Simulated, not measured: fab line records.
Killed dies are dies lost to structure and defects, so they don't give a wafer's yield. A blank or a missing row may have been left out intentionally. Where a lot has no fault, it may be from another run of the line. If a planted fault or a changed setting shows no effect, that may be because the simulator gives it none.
fab line records	flow sky130
record lots=12	wafers=36	last_day=51
route steps=708 shown POLY_GATE@229 VIA3@594 PAD_OPEN@708
lots with no fault: from the same line, run without faults
start_h: hours from the record's first day to the start of the lot's first wafer shown	wait_h: time in hours since the lot's previous step	" the same as in the row above	L1.1+2: one row covering several wafers at once	- no value, or no start given	* or withheld: withheld	< > ~ a bound
route shown NAME@n: NAME is a module with steps in the file, n the number in the route of the first one	usual: mean/standard deviation of fault-free wafers	same: alike in all rows	chamber/n: place in a boat	sites: per-site readings	_std_site: how widely they spread, as a standard deviation	_edge_site: inner sites' mean taken away from outer sites' mean	radius_mm: how far each site lies from the wafer's centre	mask NAME#n: copy n	behind: the last tool/chamber to shape the wafer	hold: the reason the lot was held/the length of the hold in hours/how it ended	device: which transistor (n, p or np) failed to switch	end of line: the tests these same wafers got at the end of their route	a step given without rows: its recipe and nothing more	killed: at the first sort, the dies lost to defects and structure; wafer yield is something else	map: a wafer's dies, x killed, . not, _ none there
set.NAME: setting as actually run; set.NAME@STEP: the setting as run at that earlier step	model.NAME: the simulator's own value behind a step, which no gauge read
route steps across a sampled set of lots; one table per step, one row per wafer
services: when a tool's chamber went out of use (start_h, in hours from the record's first day, below 0 if earlier), for how many hours, and the reason
## steps
# step SKY_POLY_GATE_ETCH_15
# recipe chemistry=N2/H2	target=BARC	ion_energy_ev=200	source_w=500	bias_w=100	pressure_mtorr=30	n2_flow_sccm=100	h2_flow_sccm=200	stop_on=SiO2	time_s=116.5	target_depth_a=1100
# usual drypump_motor_current_A=5.6/0.51	oes_product_au=0.723/0.0049	throttle_valve_pct=13.213/0.0089
lot.wafer	tool	chamber	start_h	wait_h	drypump_motor_current_A	oes_product_au	rf_hours_counter_h	throttle_valve_pct
L989.1	rie_diel-04	0	355.09	0.0	6.3	0.724	94	13.211
L989.2	"	1	"	"	5.7	0.717	1	13.216
L989.4	"	2	"	"	5.9	0.732	5	13.218
L990.1	rie_diel-03	3	379.34	0.0	6.2	0.722	3	13.218
L990.3	"	1	"	"	5.8	0.723	99	13.212
L990.6	"	1	"	"	5.8	0.719	-	13.220
L991.3	rie_diel-02	1	400.24	0.0	4.9	0.724	5	13.228
L991.4	"	2	"	"	4.7	0.725	81	13.201
L991.6	"	0	"	"	4.8	0.723	-	13.218
L997.2	rie_diel-02	0	447.24	0.0	4.8	0.733	36	13.215
L997.3	"	2	"	"	4.7	0.714	82	13.192
L997.6	"	1	"	"	4.9	0.727	-	13.207
L998.1	rie_diel-02	0	453.79	0.0	4.8	0.723	36	13.210
L998.2	"	3	"	"	5.5	0.719	2	13.201
L998.6	"	2	"	"	4.7	0.722	-	13.214
L999.3	rie_diel-04	2	457.39	0.0	6.0	0.723	7	13.215
L999.4	"	0	"	"	6.3	0.721	96	13.216
L999.6	"	3	"	"	5.5	0.726	-	13.211
L106.2	rie_diel-04	3	517.14	0.0	5.5	0.733	74	13.217
L106.4	"	1	"	"	5.7	0.726	3	13.200
L106.5	"	1	"	"	5.7	0.727	-	13.199
L108.1	rie_diel-04	2	534.79	0.0	5.9	0.727	8	13.216
L108.5	"	3	"	"	5.5	0.724	-	13.221
L108.6	"	2	"	"	5.9	0.722	-	13.225
L109.1	rie_diel-04	0	546.68	0.0	6.3	0.716	1	13.210
L109.3	"	2	"	"	5.9	0.726	9	13.189
L109.4	"	3	"	"	5.5	0.731	75	13.211
L110.3	rie_diel-02	1	550.18	0.0	4.9	0.727	8	13.235
L110.4	"	2	"	"	4.7	0.723	84	13.221
L110.5	"	2	"	"	4.7	0.722	-	13.215
L111.1	rie_diel-04	3	557.60	0.0	5.5	0.720	75	13.219
L111.3	"	0	"	"	6.3	0.727	1	13.197
L111.5	"	1	"	"	5.7	0.718	-	13.220
L112.2	rie_diel-02	3	573.64	0.0	5.5	0.721	4	13.212
L112.5	"	1	"	"	4.9	0.721	-	13.210
L112.6	"	3	"	"	5.5	0.717	-	13.201
# step SKY_VIA3_CVD_21
# recipe material=W	target_thk_nm=390	time_s=117.31	temp_c=400	pressure_torr=40
# usual chamber_pressure_Torr=39.98/0.081	heater_power_w=910/63
lot.wafer	tool	chamber	start_h	wait_h	chamber_pressure_Torr	heater_power_w
L989.1	cvd_w-01	0	916.12	0.1	40.00	806
L989.2	"	1	"	"	39.98	978
L989.4	"	1	"	"	40.04	956
L990.1	cvd_w-02	1	937.74	0.0	39.95	949
L990.3	"	0	"	"	39.98	910
L990.6	"	0	"	"	40.01	906
L991.3	cvd_w-02	1	954.79	0.1	39.94	958
L991.4	"	0	"	"	39.99	892
L991.6	"	0	"	"	39.98	886
L997.2	cvd_w-01	0	994.62	0.0	39.82	809
L997.3	"	0	"	"	39.99	810
L997.6	"	1	"	"	39.99	997
L998.1	cvd_w-02	1	998.88	0.0	40.04	951
L998.2	"	0	"	"	40.00	898
L998.6	"	0	"	"	40.04	894
L999.3	cvd_w-01	1	1001.32	0.1	40.01	986
L999.4	"	0	"	"	40.04	808
L999.6	"	0	"	"	40.08	775
L106.2	cvd_w-02	0	1046.05	0.0	39.95	904
L106.4	"	0	"	"	39.91	901
L106.5	"	1	"	"	39.91	950
L108.1	cvd_w-01	1	1059.23	0.0	39.84	991
L108.5	"	1	"	"	40.08	984
L108.6	"	0	"	"	40.01	809
L109.1	cvd_w-02	1	1068.45	0.0	39.85	953
L109.3	"	1	"	"	39.98	942
L109.4	"	0	"	"	40.04	921
L110.3	cvd_w-01	0	1068.97	0.1	40.05	819
L110.4	"	1	"	"	39.92	966
L110.5	"	0	"	"	39.99	792
L111.1	cvd_w-02	0	1073.01	0.0	39.91	912
L111.3	"	0	"	"	39.95	923
L111.5	"	1	"	"	40.05	956
L112.2	cvd_w-02	1	1084.90	0.0	39.80	946
L112.5	"	1	"	"	39.86	950
L112.6	"	0	"	"	40.22	919
# step SKY_VIA3_THK_MEAS_23
# recipe thk_meas_gauge=xrf	reads=W_of_VIA3_CVD_21
# usual VIA3_W_THK=393/8.6
lot.wafer	tool	chamber	start_h	wait_h	VIA3_W_THK[nm]
L989.1	film_metro-02	-	916.36	0.1	381
L989.2	"	-	"	"	389
L989.4	"	-	"	"	380
L990.1	film_metro-02	-	937.98	0.1	396
L990.3	"	-	"	"	389
L990.6	"	-	"	"	387
L991.3	film_metro-01	-	955.01	0.1	395
L991.4	"	-	"	"	392
L991.6	"	-	"	"	389
L997.2	film_metro-02	-	994.87	0.1	384
L997.3	"	-	"	"	382
L997.6	"	-	"	"	387
L998.1	film_metro-01	-	999.13	0.1	397
L998.2	"	-	"	"	389
L998.6	"	-	"	"	394
L999.3	film_metro-03	-	1001.54	0.1	403
L999.4	"	-	"	"	398
L999.6	"	-	"	"	396
L106.2	film_metro-02	-	1046.30	0.1	392
L106.4	"	-	"	"	399
L106.5	"	-	"	"	402
L108.1	film_metro-01	-	1059.47	0.1	387
L108.5	"	-	"	"	387
L108.6	"	-	"	"	383
L109.1	film_metro-01	-	1068.69	0.1	395
L109.3	"	-	"	"	396
L109.4	"	-	"	"	414
L110.3	film_metro-01	-	1069.19	0.1	381
L110.4	"	-	"	"	386
L110.5	"	-	"	"	380
L111.1	film_metro-01	-	1073.25	0.1	406
L111.3	"	-	"	"	408
L111.5	"	-	"	"	398
L112.2	film_metro-02	-	1085.15	0.1	397
L112.5	"	-	"	"	398
L112.6	"	-	"	"	412
# step SKY_VIA3_CMP_24
# recipe stop_on=SiO2	t_overpolish_s=20	down_force_psi=3.5	platen_rpm=60	target_thk_nm=0	pad_velocity_m_s=0.94248
# usual edge_zone_pressure_frac=0.999/0.0044	motor_current_A=11.8/1.9	overpolish_run_s=19.999/0.0085	slurry_filter_dp_kPa=13.50/0.14	time_to_endpoint_s=96/4.4
lot.wafer	tool	chamber	start_h	wait_h	edge_zone_pressure_frac	motor_current_A	overpolish_run_s	slurry_filter_dp_kPa	time_to_endpoint_s
L989.4	cmp-02	1	916.47	0.1	1.003	10.1	19.989	13.65	100
L989.2	"	2	"	"	0.993	14.5	19.985	13.48	96
L989.1	"	3	"	"	1.002	11.8	19.999	13.29	94
L990.1	cmp-01	0	938.04	0.1	0.997	9.6	20.016	13.54	98
L990.3	"	3	"	"	1.007	11.3	20.009	13.53	96
L990.6	"	1	"	"	0.993	9.2	19.994	13.66	95
L991.3	cmp-01	2	955.05	0.0	0.998	14.6	19.995	13.45	99
L991.4	"	1	"	"	1.000	9.2	19.982	13.41	93
L991.6	"	2	"	"	1.002	14.6	19.998	13.35	100
L997.2	cmp-01	0	994.92	0.0	0.994	9.8	19.995	13.60	90
L997.3	"	1	"	"	0.995	10.1	19.986	13.47	89
L997.6	"	0	"	"	0.995	9.4	20.016	13.56	91
L998.2	cmp-02	2	999.19	0.0	1.000	13.9	19.999	13.50	97
L998.1	"	0	"	"	0.997	12.7	19.992	13.18	94
L998.6	"	2	"	"	0.998	14.9	19.991	13.66	95
L999.4	cmp-01	2	1001.58	0.0	0.996	15.2	19.996	13.55	91
L999.3	"	3	"	"	1.001	11.5	20.003	13.46	97
L999.6	"	2	"	"	0.997	14.7	19.998	13.38	95
L106.4	cmp-01	2	1046.41	0.1	0.997	15.4	20.009	13.44	98
L106.2	"	1	"	"	1.000	9.6	20.004	13.44	90
L106.5	"	2	"	"	0.995	15.1	19.986	13.81	103
L108.1	cmp-02	0	1059.68	0.2	0.994	11.9	20.004	13.27	94
L108.5	"	1	"	"	0.997	10.1	19.998	13.56	98
L108.6	"	2	"	"	0.997	14.1	19.994	13.36	97
L109.3	cmp-01	3	1068.75	0.0	1.004	11.8	20.000	13.37	101
L109.4	"	0	"	"	0.999	9.7	20.000	13.48	104
L109.1	"	1	"	"	0.998	9.6	19.995	13.33	99
L110.3	cmp-02	2	1069.23	0.0	0.996	14.3	20.012	13.50	95
L110.4	"	0	"	"	1.000	12.5	19.991	13.54	89
L110.5	"	2	"	"	1.001	14.7	20.015	13.65	91
L111.1	cmp-02	3	1073.31	0.1	1.001	11.9	19.995	13.38	102
L111.3	"	2	"	"	1.004	14.2	20.005	13.38	105
L111.5	"	3	"	"	1.009	12.6	20.010	13.57	99
L112.2	cmp-01	1	1085.82	0.7	1.004	9.5	20.014	13.38	97
L112.6	"	0	"	"	1.002	9.5	19.998	13.67	101
L112.5	"	1	"	"	0.998	9.5	19.991	13.42	99
# step SKY_PAD_OPEN_PROBE_99
# usual killed_at_M0_to_M3=44/7.4	killed_at_M4_up=3.2/2	killed_at_contacts=24/5.1	killed_at_front_end=15/4.8	killed_at_other=0.2/0.46	killed_dies=86/10	killed_open=47/7.5	killed_short=39/7
# same gross_dies=492	killed_at_back_side=0
lot.wafer	tool	chamber	start_h	wait_h	hold	killed_at_M0_to_M3	killed_at_M4_up	killed_at_contacts	killed_at_front_end	killed_at_other	killed_dies	killed_open	killed_short
L989.1	prober-01	-	1064.19	0.1	-	40	5	26	17	1	89	47	41
L989.2	prober-01	-	1064.24	0.1	-	44	3	20	10	0	77	45	31
L989.4	prober-01	-	1064.34	0.2	-	49	3	16	22	0	90	58	32
L990.1	prober-02	-	1081.34	0.1	-	44	1	21	17	0	83	42	41
L990.3	prober-02	-	1081.44	0.2	-	31	2	35	22	0	90	45	45
L990.6	prober-02	-	1081.59	0.2	-	42	3	33	8	0	86	53	33
L991.3	prober-01	-	1095.90	0.2	-	50	1	22	18	0	91	55	35
L991.4	prober-01	-	1095.95	0.2	-	48	1	22	22	0	93	52	40
L991.6	prober-01	-	1096.05	0.2	-	43	1	19	19	2	84	57	26
L997.2	prober-02	-	1130.23	0.1	await_dispo/6.3h/release	48	5	24	47	0	124	34	44
L997.3	prober-02	-	1130.28	0.2	await_dispo/6.3h/release	39	2	26	46	2	115	34	42
L997.6	prober-02	-	1130.43	0.2	await_dispo/6.3h/release	36	6	26	47	0	115	39	40
L999.3	prober-02	-	1135.52	0.2	-	33	2	25	19	0	79	39	40
L999.4	prober-02	-	1135.57	0.2	-	43	0	19	17	1	80	49	31
L999.6	prober-02	-	1135.67	0.2	-	44	5	28	9	0	86	34	52
L998.1	prober-01	-	1135.73	0.1	await_dispo/3.0h/release	33	3	21	70	0	127	44	33
L998.2	prober-01	-	1135.78	0.1	await_dispo/3.0h/release	41	2	19	61	0	123	46	32
L998.6	prober-01	-	1135.98	0.2	await_dispo/3.0h/release	39	3	20	62	0	124	45	40
L106.2	prober-02	-	1173.49	0.1	-	36	1	21	10	0	68	48	20
L106.4	prober-02	-	1173.59	0.2	-	37	5	29	15	0	86	33	53
L106.5	prober-02	-	1173.64	0.2	-	34	1	41	22	0	98	57	41
L108.1	prober-02	-	1182.77	0.1	-	51	4	25	11	1	92	48	44
L108.5	prober-02	-	1182.97	0.2	-	45	3	23	13	0	84	48	36
L108.6	prober-02	-	1183.02	0.2	-	48	0	27	14	0	89	50	39
L109.1	prober-01	-	1190.17	0.1	-	37	3	21	13	0	74	45	29
L109.3	prober-01	-	1190.27	0.2	-	52	1	14	11	0	78	43	35
L109.4	prober-01	-	1190.32	0.2	-	52	2	18	12	0	84	43	41
L110.3	prober-02	-	1191.42	0.2	-	46	1	25	25	0	97	51	46
L110.4	prober-02	-	1191.47	0.2	-	42	0	22	19	0	83	45	38
L110.5	prober-02	-	1191.52	0.2	-	43	3	28	22	0	96	46	50
L111.1	prober-01	-	1193.35	0.1	-	57	6	27	11	0	101	58	43
L111.3	prober-01	-	1193.45	0.2	-	41	4	35	13	0	93	47	46
L111.5	prober-01	-	1193.55	0.2	-	55	2	23	20	0	100	52	48
L112.2	prober-02	-	1211.88	0.1	-	58	2	15	14	0	89	43	46
L112.5	prober-02	-	1212.03	0.2	-	53	3	27	12	0	95	52	43
L112.6	prober-02	-	1212.08	0.2	-	41	3	23	11	1	79	50	29
# killed by level:class
L989.1 CONTACT:geometric_particle:open=12 VIA1:geometric_particle:open=12 LI_CONTACT:geometric_particle:short=7 FIELD_ISO:geometric_particle:short=6 VIA1:geometric_particle:short=6 METAL2:geometric_particle:short=6 METAL4:geometric_particle:short=4 POLY_GATE:geometric_particle:short=3
L989.2 VIA1:geometric_particle:open=13 CONTACT:geometric_particle:open=8 VIA2:geometric_particle:open=7 METAL2:geometric_particle:short=6 LI_CONTACT:geometric_particle:open=5 LOCAL_INTERCONNECT:geometric_particle:short=5 VIA3:geometric_particle:open=5 VIA1:geometric_particle:short=4
L989.4 VIA1:geometric_particle:open=12 VIA3:geometric_particle:open=12 POLY_GATE:geometric_particle:open=8 LI_CONTACT:geometric_particle:open=7 VIA2:geometric_particle:open=6 POLY_GATE:geometric_particle:short=4 VIA3:geometric_particle:short=4 FIELD_ISO:geometric_particle:open=3
L990.1 VIA1:geometric_particle:open=13 CONTACT:geometric_particle:open=10 METAL1:geometric_particle:short=8 POLY_GATE:geometric_particle:short=6 VIA3:geometric_particle:open=6 CONTACT:geometric_particle:short=5 VIA1:geometric_particle:short=5 POLY_GATE:geometric_particle:open=4
L990.3 CONTACT:geometric_particle:open=12 FIELD_ISO:geometric_particle:short=8 LI_CONTACT:geometric_particle:open=8 POLY_GATE:geometric_particle:short=6 VIA1:geometric_particle:open=6 LOCAL_INTERCONNECT:geometric_particle:short=5 CONTACT:geometric_particle:short=5 POLY_GATE:geometric_particle:open=4
L990.6 CONTACT:geometric_particle:open=13 VIA1:geometric_particle:open=11 LI_CONTACT:geometric_particle:open=9 VIA3:geometric_particle:open=6 VIA2:geometric_particle:open=5 LOCAL_INTERCONNECT:geometric_particle:short=4 CONTACT:geometric_particle:short=4 VIA1:geometric_particle:short=4
L991.3 VIA1:geometric_particle:open=15 CONTACT:geometric_particle:open=9 VIA2:geometric_particle:open=8 METAL1:geometric_particle:short=7 VIA3:geometric_particle:open=6 FIELD_ISO:geometric_particle:open=4 POLY_GATE:geometric_particle:open=4 METAL2:geometric_particle:short=4
L991.4 VIA3:geometric_particle:open=12 CONTACT:geometric_particle:open=10 FIELD_ISO:geometric_particle:short=7 METAL1:geometric_particle:short=7 VIA1:geometric_particle:open=6 FIELD_ISO:geometric_particle:open=4 LI_CONTACT:geometric_particle:open=4 LOCAL_INTERCONNECT:geometric_particle:short=4
L991.6 VIA2:geometric_particle:open=12 FIELD_ISO:geometric_particle:open=8 VIA1:geometric_particle:open=8 LI_CONTACT:geometric_particle:open=7 CONTACT:geometric_particle:open=7 METAL2:geometric_particle:short=7 VIA3:geometric_particle:open=6 FIELD_ISO:geometric_particle:short=5
L997.2 POLY_GATE:unspecified=43 VIA1:geometric_particle:open=9 CONTACT:geometric_particle:open=9 METAL1:geometric_particle:short=9 METAL2:geometric_particle:short=7 LI_CONTACT:geometric_particle:open=6 CONTACT:geometric_particle:short=5 VIA1:geometric_particle:short=5
L997.3 POLY_GATE:unspecified=37 METAL1:geometric_particle:short=11 CONTACT:geometric_particle:open=11 VIA1:geometric_particle:open=8 LOCAL_INTERCONNECT:geometric_particle:short=6 CONTACT:geometric_particle:short=6 VIA3:geometric_particle:open=5 POLY_GATE:geometric_particle:short=4
L997.6 POLY_GATE:unspecified=36 LI_CONTACT:geometric_particle:open=9 VIA1:geometric_particle:open=9 CONTACT:geometric_particle:open=7 VIA1:geometric_particle:short=7 METAL2:geometric_particle:short=6 METAL4:geometric_particle:short=5 FIELD_ISO:geometric_particle:short=4
L999.3 CONTACT:geometric_particle:open=11 FIELD_ISO:geometric_particle:short=7 METAL2:geometric_particle:short=7 VIA1:geometric_particle:open=6 VIA3:geometric_particle:open=5 FIELD_ISO:geometric_particle:open=4 LI_CONTACT:geometric_particle:open=4 LOCAL_INTERCONNECT:geometric_particle:short=4
L999.4 LI_CONTACT:geometric_particle:open=11 VIA3:geometric_particle:open=8 VIA1:geometric_particle:open=7 METAL2:geometric_particle:short=7 VIA1:geometric_particle:short=6 VIA2:geometric_particle:open=6 POLY_GATE:geometric_particle:open=5 FIELD_ISO:geometric_particle:short=4
L999.6 CONTACT:geometric_particle:short=9 VIA1:geometric_particle:open=9 VIA1:geometric_particle:short=8 CONTACT:geometric_particle:open=7 METAL2:geometric_particle:short=7 VIA2:geometric_particle:short=5 METAL1:geometric_particle:short=4 LI_CONTACT:geometric_particle:short=4
L998.1 POLY_GATE:unspecified=50 VIA1:geometric_particle:open=12 FIELD_ISO:geometric_particle:open=7 CONTACT:geometric_particle:open=7 FIELD_ISO:geometric_particle:short=5 CONTACT:geometric_particle:short=5 VIA2:geometric_particle:open=5 METAL2:geometric_particle:short=4
L998.2 POLY_GATE:unspecified=45 VIA1:geometric_particle:open=13 CONTACT:geometric_particle:open=9 FIELD_ISO:geometric_particle:open=7 FIELD_ISO:geometric_particle:short=6 VIA2:geometric_particle:open=6 VIA1:geometric_particle:short=6 LOCAL_INTERCONNECT:geometric_particle:short=4
L998.6 POLY_GATE:unspecified=39 VIA1:geometric_particle:open=8 LI_CONTACT:geometric_particle:open=7 FIELD_ISO:geometric_particle:short=6 METAL1:geometric_particle:short=6 METAL2:geometric_particle:short=6 VIA2:geometric_particle:open=6 CONTACT:geometric_particle:open=5
L106.2 CONTACT:geometric_particle:open=9 VIA1:geometric_particle:open=9 LI_CONTACT:geometric_particle:open=8 VIA3:geometric_particle:open=7 VIA2:geometric_particle:open=6 METAL2:geometric_particle:short=4 VIA1:geometric_particle:short=4 POLY_GATE:geometric_particle:open=3
L106.4 LOCAL_INTERCONNECT:geometric_particle:short=9 VIA2:geometric_particle:open=7 CONTACT:geometric_particle:open=7 POLY_GATE:geometric_particle:short=6 VIA1:geometric_particle:short=6 LI_CONTACT:geometric_particle:open=6 METAL1:geometric_particle:short=6 FIELD_ISO:geometric_particle:short=5
L106.5 CONTACT:geometric_particle:open=15 LI_CONTACT:geometric_particle:open=9 CONTACT:geometric_particle:short=9 VIA1:geometric_particle:open=8 FIELD_ISO:geometric_particle:open=7 POLY_GATE:geometric_particle:open=5 LOCAL_INTERCONNECT:geometric_particle:short=5 METAL2:geometric_particle:short=5
L108.1 VIA1:geometric_particle:open=11 CONTACT:geometric_particle:open=10 VIA1:geometric_particle:short=8 LOCAL_INTERCONNECT:geometric_particle:short=7 METAL2:geometric_particle:short=7 POLY_GATE:geometric_particle:open=6 VIA2:geometric_particle:open=6 VIA3:geometric_particle:open=6
L108.5 VIA1:geometric_particle:open=11 LI_CONTACT:geometric_particle:open=9 CONTACT:geometric_particle:open=8 VIA2:geometric_particle:open=7 METAL1:geometric_particle:short=6 POLY_GATE:geometric_particle:short=5 METAL2:geometric_particle:short=5 VIA3:geometric_particle:open=5
L108.6 VIA1:geometric_particle:open=13 CONTACT:geometric_particle:open=11 METAL2:geometric_particle:short=6 METAL3:geometric_particle:short=6 LI_CONTACT:geometric_particle:open=5 LI_CONTACT:geometric_particle:short=5 VIA2:geometric_particle:open=5 VIA3:geometric_particle:open=5
L109.1 VIA1:geometric_particle:open=11 LI_CONTACT:geometric_particle:open=7 CONTACT:geometric_particle:open=7 VIA3:geometric_particle:open=5 VIA1:geometric_particle:short=5 CONTACT:geometric_particle:short=4 FIELD_ISO:geometric_particle:open=3 METAL1:geometric_particle:short=3
L109.3 VIA1:geometric_particle:open=11 VIA3:geometric_particle:open=10 VIA1:geometric_particle:short=6 METAL1:geometric_particle:short=5 METAL3:geometric_particle:short=5 CONTACT:geometric_particle:open=5 FIELD_ISO:geometric_particle:open=4 LI_CONTACT:geometric_particle:open=4
L109.4 VIA3:geometric_particle:open=10 METAL1:geometric_particle:short=8 CONTACT:geometric_particle:open=7 VIA1:geometric_particle:short=7 VIA1:geometric_particle:open=6 VIA3:geometric_particle:short=6 LI_CONTACT:geometric_particle:open=5 VIA2:geometric_particle:open=5
L110.3 CONTACT:geometric_particle:open=14 VIA1:geometric_particle:open=9 VIA3:geometric_particle:open=9 METAL1:geometric_particle:short=8 METAL2:geometric_particle:short=7 FIELD_ISO:geometric_particle:short=5 FIELD_ISO:geometric_particle:open=5 POLY_GATE:geometric_particle:short=5
L110.4 VIA1:geometric_particle:open=12 CONTACT:geometric_particle:open=7 FIELD_ISO:geometric_particle:short=5 METAL1:geometric_particle:short=5 LI_CONTACT:geometric_particle:open=5 METAL2:geometric_particle:short=5 VIA2:geometric_particle:open=5 FIELD_ISO:geometric_particle:open=4
L110.5 FIELD_ISO:geometric_particle:short=9 LOCAL_INTERCONNECT:geometric_particle:short=9 CONTACT:geometric_particle:open=9 VIA1:geometric_particle:open=8 METAL3:geometric_particle:short=7 CONTACT:geometric_particle:short=6 FIELD_ISO:geometric_particle:open=5 VIA3:geometric_particle:open=5
L111.1 VIA1:geometric_particle:open=12 VIA2:geometric_particle:open=10 CONTACT:geometric_particle:open=8 LI_CONTACT:geometric_particle:open=7 VIA3:geometric_particle:open=7 METAL1:geometric_particle:short=6 VIA2:geometric_particle:short=6 POLY_GATE:geometric_particle:open=5
L111.3 CONTACT:geometric_particle:open=12 VIA1:geometric_particle:open=9 METAL1:geometric_particle:short=7 LI_CONTACT:geometric_particle:short=6 LI_CONTACT:geometric_particle:open=6 LOCAL_INTERCONNECT:geometric_particle:short=5 METAL2:geometric_particle:short=5 VIA2:geometric_particle:short=4
L111.5 VIA1:geometric_particle:open=13 VIA1:geometric_particle:short=9 CONTACT:geometric_particle:open=7 VIA2:geometric_particle:open=7 LOCAL_INTERCONNECT:geometric_particle:short=6 POLY_GATE:geometric_particle:open=5 POLY_GATE:geometric_particle:short=5 METAL1:geometric_particle:short=5
L112.2 VIA1:geometric_particle:open=12 METAL1:geometric_particle:short=10 VIA3:geometric_particle:open=9 CONTACT:geometric_particle:open=7 VIA1:geometric_particle:short=7 METAL2:geometric_particle:short=6 CONTACT:geometric_particle:short=4 VIA3:geometric_particle:short=4
L112.5 CONTACT:geometric_particle:open=11 VIA2:geometric_particle:open=11 VIA1:geometric_particle:open=10 VIA1:geometric_particle:short=10 CONTACT:geometric_particle:short=8 METAL2:geometric_particle:short=6 FIELD_ISO:geometric_particle:short=5 FIELD_ISO:geometric_particle:open=5
L112.6 CONTACT:geometric_particle:open=12 VIA2:geometric_particle:open=9 LI_CONTACT:geometric_particle:open=7 VIA1:geometric_particle:open=6 METAL2:geometric_particle:short=5 METAL1:geometric_particle:short=4 FIELD_ISO:geometric_particle:open=3 POLY_GATE:geometric_particle:open=3
## services
tool	chamber	start_h	hours	kind
cvd_w-02	0	333.55	8.3	repair
cmp-01	-	345.10	0.3	repair
cmp-01	-	361.36	5.6	pm
cvd_w-02	-	385.71	0.2	repair
cmp-01	-	473.13	0.4	repair
cmp-01	-	484.54	0.3	repair
cmp-01	-	494.29	0.3	repair
cvd_w-02	-	570.84	3.0	repair
cmp-01	-	572.00	4.0	pm
cmp-01	-	572.20	1.6	repair
cmp-01	-	572.60	1.2	repair
cvd_w-02	-	572.82	1.3	repair
cvd_w-02	0	577.27	2.8	repair
cvd_w-02	-	630.71	28.1	pm
cmp-01	-	730.36	4.1	pm
cmp-01	-	768.11	5.6	pm
cmp-01	-	779.00	8.9	pm
cmp-01	-	790.10	0.9	repair
cmp-01	-	803.22	0.5	repair
cvd_w-02	-	900.54	1.2	repair
cvd_w-02	-	904.00	14.0	pm
cmp-01	-	912.00	4.0	pm
cvd_w-02	-	920.21	6.0	pm
cvd_w-02	-	951.49	2.8	pm
## key
first_sign step=SKY_PAD_OPEN_PROBE_99	reading=killed_at_front_end	direction=up	sigmas=8.4	usual=15	struck=56
effect step=SKY_PAD_OPEN_PROBE_99	reading=killed_dies	direction=up	sigmas=3.5	usual=86	struck=121
met_at SKY_POLY_GATE_ETCH_15
struck_lots L997,L998
tester_left_out L997,L998
not_acting_at SKY_VIA3_CVD_21,SKY_VIA3_THK_MEAS_23,SKY_VIA3_CMP_24
onset_between 400.24 447.24
fault kind=chamber_particle_source	tool=rie_diel-02	chamber=-	onset_h=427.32	steps=SKY_POLY_GATE_ETCH_15	rate_per_visit_cm2=0.46369	end_h=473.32
# tester_left_out: of these lots the tester's yield and bins aren't shown, on N5 and GAA mostly nor the transistor test; their killed dies are dies lost to structure and defects alone, not to doping, threshold or leakage, so they don't give the yield
